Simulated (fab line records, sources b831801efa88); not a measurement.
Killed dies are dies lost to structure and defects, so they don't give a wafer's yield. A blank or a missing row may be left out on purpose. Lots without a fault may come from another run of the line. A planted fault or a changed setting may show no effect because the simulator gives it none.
Split-lot experiment | flow gf180mcu | 5 lots, 23 wafers read, on a route of 602 steps

THE SPLIT
At GF_STI_WET_ETCH_28 (etches SiO2 in dHF, target depth 20 nm, time 40 s), the setting temp_c was moved away from the recipe's 25 C on 15 of the 23 wafers read, by -10.7% to +14.1%. The other wafers ran this setting at the recipe's value.

The reading is taken at the split's own step.

THE READING
SiO2_of_STI_CVD_23.thk_nm (the simulator's own value, which no gauge read), in nm, at GF_STI_WET_ETCH_28 (etches SiO2 in dHF, target depth 20 nm, time 40 s). The file gives no usual value for it. The 8 wafers here that ran the recipe average 404.6 nm, standard deviation 0.62 nm.

wafer  | tool, chamber at the split | temp_c as run, C | against the recipe | SiO2_of_STI_CVD_23.thk_nm, nm | against lot-mates on the recipe
L074.2 | -, -                       | 22.32            | -10.7%             | 408.3                         | no lot-mate on the recipe
L074.3 | -, -                       | 22.32            | -10.7%             | 406.2                         | no lot-mate on the recipe
L074.4 | -, -                       | 22.32            | -10.7%             | 406.8                         | no lot-mate on the recipe
L074.5 | -, -                       | 22.32            | -10.7%             | 408.1                         | no lot-mate on the recipe
L074.6 | -, -                       | 22.32            | -10.7%             | 407.5                         | no lot-mate on the recipe
L078.1 | -, -                       | 25               | recipe             | 403.9                         | -
L078.4 | -, -                       | 25               | recipe             | 403.9                         | -
L078.2 | -, -                       | 25               | recipe             | 405.1                         | -
L078.5 | -, -                       | 25               | recipe             | 405                           | -
L078.6 | -, -                       | 25               | recipe             | 405                           | -
L082.2 | wet_bench-04, 2            | 25               | recipe             | 404.4                         | -
L082.3 | wet_bench-04, 2            | 25               | recipe             | 404.1                         | -
L082.4 | wet_bench-04, 2            | 25               | recipe             | 405.7                         | -
L084.1 | -, -                       | 26.81            | +7.2%              | 400.6                         | no lot-mate on the recipe
L084.2 | -, -                       | 26.81            | +7.2%              | 401.6                         | no lot-mate on the recipe
L084.3 | -, -                       | 26.81            | +7.2%              | 402                           | no lot-mate on the recipe
L084.4 | -, -                       | 26.81            | +7.2%              | 401.3                         | no lot-mate on the recipe
L084.6 | -, -                       | 26.81            | +7.2%              | 401.8                         | no lot-mate on the recipe
L085.1 | -, -                       | 28.53            | +14.1%             | 398                           | no lot-mate on the recipe
L085.6 | -, -                       | 28.53            | +14.1%             | 398                           | no lot-mate on the recipe
L085.3 | -, -                       | 28.53            | +14.1%             | 397.9                         | no lot-mate on the recipe
L085.4 | -, -                       | 28.53            | +14.1%             | 396.7                         | no lot-mate on the recipe
L085.5 | -, -                       | 28.53            | +14.1%             | 397.5                         | no lot-mate on the recipe

THE FIT
A straight line over all 23 wafers: SiO2_of_STI_CVD_23.thk_nm changes by -0.392 nm for each +1% of temp_c; r = -0.97; the points scatter about the line by 0.95 nm.
Too few moved wafers have a lot-mate on the recipe to fit a line with each lot's own level taken away.

THE FILE'S OWN FIT
SiO2_of_STI_CVD_23.thk_nm changes by -0.393 nm for each +1% of temp_c, r = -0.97.
